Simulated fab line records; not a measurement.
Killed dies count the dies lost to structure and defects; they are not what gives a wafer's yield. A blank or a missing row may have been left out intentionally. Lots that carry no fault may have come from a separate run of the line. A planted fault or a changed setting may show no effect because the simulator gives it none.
fab line records + flow sky130
[record]
- lots = 11
- wafers = 33
- lastDay = 50
route steps=708 shown FIELD_ISO@4
lots that met no fault: taken from a fault-free run of the same line
startH: hours from the record's opening day to when the first of the lot's shown wafers began + waitH: how many hours have passed since the lot's step before this one + " unchanged from the row above + L1.1+2: a row that stands for several wafers + - no value, or no start given + * or withheld: withheld + < > ~ a bound
route shown NAME@n: NAME is a module with steps in the file, n the number in the route of the first one + usual: mean/standard deviation taken from wafers without a fault + same: alike in all rows + chamber/n: place in a boat + sites: per-site readings + _std_site: standard deviation across them + _edge_site: the outer-site mean with the inner-site mean subtracted + radiusMm: how far each site lies from the wafer's centre + mask NAME#n: copy n + behind: tool/chamber where the wafer was last shaped + hold: reason for holding the lot/hours on hold/outcome of the hold + device: transistor that didn't switch, given as n, p or np + end of line: tests run on the same wafers once the route is complete + a step without rows: its recipe alone + killed: dies lost to structure and defects at the first sort, not the wafer's yield + map: dies across one wafer; x = killed, . = not, _ = none there
set.NAME: the run value of the setting; set.NAME@STEP: its run value at that earlier step + model.NAME: the simulator's own value behind a step, which no gauge read
steps of the route over a sample of lots; a table a step, a row a wafer
services: when a tool's chamber went out of use (startH, in hours from the record's first day, below 0 if earlier), for how many hours, and the reason
[[steps]]
[step SKY_FIELD_ISO_CVD_03]
[recipe]
- material = Si3N4
- precursor = DCS/NH3
- targetThkNm = 165
- tempC = 770
- timeS = 2830
- pressureMtorr = 250
[usual]
- pressureMtorr = 250.2/0.49
- zonePowerLowerPct = 14.0/1.6
| lot.wafer | tool     | chamber | startH | waitH | pressureMtorr | zonePowerLowerPct |
|-----------|----------|---------|--------|-------|---------------|-------------------|
| L501.2    | lpcvd-02 | 0       | 11.69  | 0.0   | 250.4         | 15.4              |
| L501.4    | "        | 0       | "      | "     | 250.6         | 15.4              |
| L501.5    | "        | 0       | "      | "     | 251.3         | 15.5              |
| L502.1    | lpcvd-02 | 0       | 17.34  | 0.3   | 249.8         | 15.4              |
| L502.3    | "        | 0       | "      | "     | 249.8         | 15.5              |
| L502.6    | "        | 0       | "      | "     | 249.5         | 15.3              |
| L503.1    | lpcvd-02 | 1       | 22.73  | 0.1   | 300.6         | 11.9              |
| L503.3    | "        | 1       | "      | "     | 300.5         | 12.4              |
| L503.6    | "        | 1       | "      | "     | 300.3         | 12.2              |
| L517.2    | lpcvd-02 | 0       | 93.53  | 1.9   | 250.5         | 15.9              |
| L517.4    | "        | 0       | "      | "     | 249.7         | 15.6              |
| L517.6    | "        | 0       | "      | "     | 250.0         | 15.4              |
| L518.3    | lpcvd-02 | 0       | 98.25  | 1.6   | 249.7         | 15.5              |
| L518.5    | "        | 0       | "      | "     | 250.5         | 15.2              |
| L518.6    | "        | 0       | "      | "     | 250.3         | 15.2              |
| L519.1    | lpcvd-02 | 1       | 101.69 | 0.1   | 250.3         | 11.9              |
| L519.4    | "        | 1       | "      | "     | 249.8         | 12.3              |
| L519.5    | "        | 1       | "      | "     | 250.7         | 12.3              |
| L520.2    | lpcvd-02 | 1       | 109.32 | 0.0   | 250.8         | 12.2              |
| L520.3    | "        | 1       | "      | "     | 250.5         | 12.0              |
| L520.5    | "        | 1       | "      | "     | 250.1         | 12.1              |
| L521.1    | lpcvd-02 | 0       | 113.36 | 0.1   | 249.6         | 15.5              |
| L521.2    | "        | 0       | "      | "     | 250.4         | 15.2              |
| L521.6    | "        | 0       | "      | "     | 249.3         | 15.3              |
| L522.1    | lpcvd-02 | 1       | 117.68 | 0.1   | 249.8         | 12.4              |
| L522.2    | "        | 1       | "      | "     | 251.2         | 12.1              |
| L522.3    | "        | 1       | "      | "     | 250.3         | 12.0              |
| L523.2    | lpcvd-02 | 0       | 122.96 | 0.0   | 249.9         | 15.3              |
| L523.3    | "        | 0       | "      | "     | 250.1         | 15.4              |
| L523.6    | "        | 0       | "      | "     | 249.8         | 15.5              |
| L524.2    | lpcvd-02 | 1       | 129.56 | 1.6   | 250.3         | 12.1              |
| L524.3    | "        | 1       | "      | "     | 250.7         | 12.2              |
| L524.5    | "        | 1       | "      | "     | 250.9         | 12.2              |
[step SKY_FIELD_ISO_THK_MEAS_04]
[recipe]
- reads = Si3N4_of_FIELD_ISO_CVD_03
[usual]
- FIELD_ISO_CVD_03_THK = 163.8/1.3
| lot.wafer | tool         | chamber | startH | waitH | FIELD_ISO_CVD_03_THK[nm] |
|-----------|--------------|---------|--------|-------|--------------------------|
| L501.2    | filmMetro-03 | -       | 13.49  | 0.0   | 165.1                    |
| L501.4    | "            | -       | "      | "     | 164.7                    |
| L501.5    | "            | -       | "      | "     | 165.6                    |
| L502.1    | filmMetro-02 | -       | 19.13  | 0.0   | 165.9                    |
| L502.3    | "            | -       | "      | "     | 167.1                    |
| L502.6    | "            | -       | "      | "     | 164.2                    |
| L503.1    | filmMetro-02 | -       | 24.52  | 0.0   | 173.6                    |
| L503.3    | "            | -       | "      | "     | 173.2                    |
| L503.6    | "            | -       | "      | "     | 173.1                    |
| L517.2    | filmMetro-03 | -       | 96.22  | 0.0   | 162.4                    |
| L517.4    | "            | -       | "      | "     | 164.4                    |
| L517.6    | "            | -       | "      | "     | 164.6                    |
| L518.3    | filmMetro-02 | -       | 100.97 | 0.0   | 160.8                    |
| L518.5    | "            | -       | "      | "     | 161.5                    |
| L518.6    | "            | -       | "      | "     | 161.2                    |
| L519.1    | filmMetro-04 | -       | 103.48 | 0.0   | 163.9                    |
| L519.4    | "            | -       | "      | "     | 161.7                    |
| L519.5    | "            | -       | "      | "     | 162.4                    |
| L520.2    | filmMetro-02 | -       | 111.11 | 0.0   | 165.5                    |
| L520.3    | "            | -       | "      | "     | 164.7                    |
| L520.5    | "            | -       | "      | "     | 164.5                    |
| L521.1    | filmMetro-04 | -       | 115.15 | 0.0   | 165.5                    |
| L521.2    | "            | -       | "      | "     | 164.5                    |
| L521.6    | "            | -       | "      | "     | 165.2                    |
| L522.1    | filmMetro-03 | -       | 119.46 | 0.0   | 163.7                    |
| L522.2    | "            | -       | "      | "     | 163.3                    |
| L522.3    | "            | -       | "      | "     | 162.9                    |
| L523.2    | filmMetro-02 | -       | 124.76 | 0.0   | 164.2                    |
| L523.3    | "            | -       | "      | "     | 164.4                    |
| L523.6    | "            | -       | "      | "     | 163.4                    |
| L524.2    | filmMetro-03 | -       | 131.36 | 0.0   | 163.9                    |
| L524.3    | "            | -       | "      | "     | 164.4                    |
| L524.5    | "            | -       | "      | "     | 163.2                    |
[step SKY_FIELD_ISO_ETCH_15]
[recipe]
- chemistry = CHF3/O2
- targetDepthNm = 180
- stopOn = Si
- sourceW = 600
- biasW = 200
- pressureMtorr = 40
- chf3FlowSccm = 50
- O2_flow_sccm = 5
- timeS = 72
[usual]
- chf3FlowSccm = 50.02/0.14
- drypumpMotorCurrentA = 5.7/0.35
- oesProductAu = 0.942/0.0061
- throttleValvePct = 8.843/0.01
| lot.wafer | tool       | chamber | startH | waitH | chf3FlowSccm | drypumpMotorCurrentA | oesProductAu | rfHoursCounterH | throttleValvePct |
|-----------|------------|---------|--------|-------|--------------|----------------------|--------------|-----------------|------------------|
| L501.2    | rieDiel-01 | 2       | 28.56  | 0.0   | 50.15        | 5.6                  | 0.954        | 13              | 8.833            |
| L501.4    | "          | 1       | "      | "     | 50.02        | 6.2                  | 0.946        | 150             | 8.835            |
| L501.5    | "          | 3       | "      | "     | 49.79        | 6.5                  | 0.946        | -               | 8.860            |
| L502.1    | rieDiel-03 | 3       | 33.73  | 0.0   | 49.90        | 5.4                  | 0.949        | 88              | 8.839            |
| L502.3    | "          | 0       | "      | "     | 50.20        | 5.6                  | 0.951        | 4               | 8.843            |
| L502.6    | "          | 3       | "      | "     | 49.96        | 5.4                  | 0.943        | -               | 8.855            |
| L503.1    | rieDiel-03 | 3       | 39.53  | 0.0   | 50.12        | 5.4                  | 0.977        | 88              | 8.850            |
| L503.3    | "          | 2       | "      | "     | 50.12        | 5.4                  | 0.968        | 117             | 8.855            |
| L503.6    | "          | 0       | "      | "     | 50.17        | 5.6                  | 0.977        | -               | 8.857            |
| L517.2    | rieDiel-01 | 1       | 114.11 | 0.0   | 49.64        | 6.2                  | 0.937        | 152             | 8.854            |
| L517.4    | "          | 0       | "      | "     | 49.81        | 5.8                  | 0.942        | 35              | 8.825            |
| L517.6    | "          | 2       | "      | "     | 50.07        | 5.7                  | 0.941        | -               | 8.853            |
| L518.3    | rieDiel-03 | 3       | 118.45 | 0.0   | 49.88        | 5.4                  | 0.934        | 90              | 8.850            |
| L518.5    | "          | 3       | "      | "     | 49.80        | 5.4                  | 0.932        | -               | 8.851            |
| L518.6    | "          | 0       | "      | "     | 50.10        | 5.6                  | 0.929        | -               | 8.829            |
| L519.1    | rieDiel-02 | 0       | 121.58 | 0.0   | 50.06        | 5.3                  | 0.941        | 4               | 8.841            |
| L519.4    | "          | 3       | "      | "     | 50.06        | 5.4                  | 0.930        | 104             | 8.839            |
| L519.5    | "          | 2       | "      | "     | 50.05        | 6.2                  | 0.947        | -               | 8.825            |
| L520.2    | rieDiel-02 | 0       | 129.38 | 0.0   | 50.26        | 5.3                  | 0.945        | 4               | 8.843            |
| L520.3    | "          | 1       | "      | "     | 49.90        | 5.9                  | 0.943        | 72              | 8.845            |
| L520.5    | "          | 1       | "      | "     | 49.80        | 5.9                  | 0.951        | -               | 8.845            |
| L521.1    | rieDiel-03 | 3       | 133.78 | 0.0   | 49.84        | 5.4                  | 0.947        | 90              | 8.849            |
| L521.2    | "          | 2       | "      | "     | 50.07        | 5.4                  | 0.947        | 119             | 8.853            |
| L521.6    | "          | 1       | "      | "     | 50.42        | 5.4                  | 0.945        | -               | 8.858            |
| L522.1    | rieDiel-03 | 1       | 137.45 | 0.0   | 50.01        | 5.4                  | 0.942        | 6               | 8.838            |
| L522.2    | "          | 0       | "      | "     | 50.24        | 5.6                  | 0.939        | 7               | 8.866            |
| L522.3    | "          | 3       | "      | "     | 50.00        | 5.4                  | 0.931        | 90              | 8.841            |
| L523.2    | rieDiel-02 | 2       | 143.08 | 0.0   | 49.95        | 6.2                  | 0.949        | 87              | 8.845            |
| L523.3    | "          | 3       | "      | "     | 49.99        | 5.5                  | 0.946        | 104             | 8.849            |
| L523.6    | "          | 0       | "      | "     | 50.03        | 5.2                  | 0.948        | -               | 8.839            |
| L524.2    | rieDiel-03 | 2       | 150.46 | 0.0   | 49.96        | 5.4                  | 0.940        | 119             | 8.853            |
| L524.3    | "          | 1       | "      | "     | 49.97        | 5.4                  | 0.934        | 6               | 8.846            |
| L524.5    | "          | 1       | "      | "     | 49.88        | 5.4                  | 0.942        | -               | 8.854            |
[[services]]
| tool       | chamber | startH | hours | kind   |
|------------|---------|--------|-------|--------|
| rieDiel-02 | 0       | -0.52  | 5.9   | repair |
| rieDiel-01 | -       | 54.07  | 2.8   | pm     |
| rieDiel-01 | 3       | 88.03  | 6.7   | repair |
| rieDiel-02 | 3       | 107.48 | 7.6   | repair |
| rieDiel-03 | 2       | 114.52 | 13.2  | repair |
| rieDiel-01 | -       | 125.55 | 1.4   | repair |
| lpcvd-02   | -       | 145.80 | 1.0   | repair |
| rieDiel-02 | 0       | 147.71 | 9.2   | repair |
[[key]]
[firstSign]
- step = SKY_FIELD_ISO_CVD_03
- reading = pressureMtorr
- direction = up
- sigmas = 99+
- usual = 250.2
- struck = 300.4
[effect]
- step = SKY_FIELD_ISO_THK_MEAS_04
- reading = FIELD_ISO_CVD_03_THK
- direction = up
- sigmas = 7.3
- usual = 163.8
- struck = 173.3
[effect]
- step = SKY_FIELD_ISO_ETCH_15
- reading = oesProductAu
- direction = up
- sigmas = 5.2
- usual = 0.942
- struck = 0.974
metAt SKY_FIELD_ISO_CVD_03
struckLots L503
struckWafers L503.1,L503.3,L503.6
testerLeftOut L503
[fault]
- kind = processParameterDrift
- tool = lpcvd-02
- chamber = 1
- onsetH = 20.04
- steps = SKY_FIELD_ISO_CVD_03
- channel = pressureMtorr
- offset = 50
- shape = step
- endH = 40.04
- actsIn = theseRecipesOnly
- stated = 250
// testerLeftOut: of these lots the tester's yield and bins aren't shown, on N5 and GAA mostly nor the transistor test; their killed dies are dies lost to structure and defects alone, not to doping, threshold or leakage, so they don't give the yield
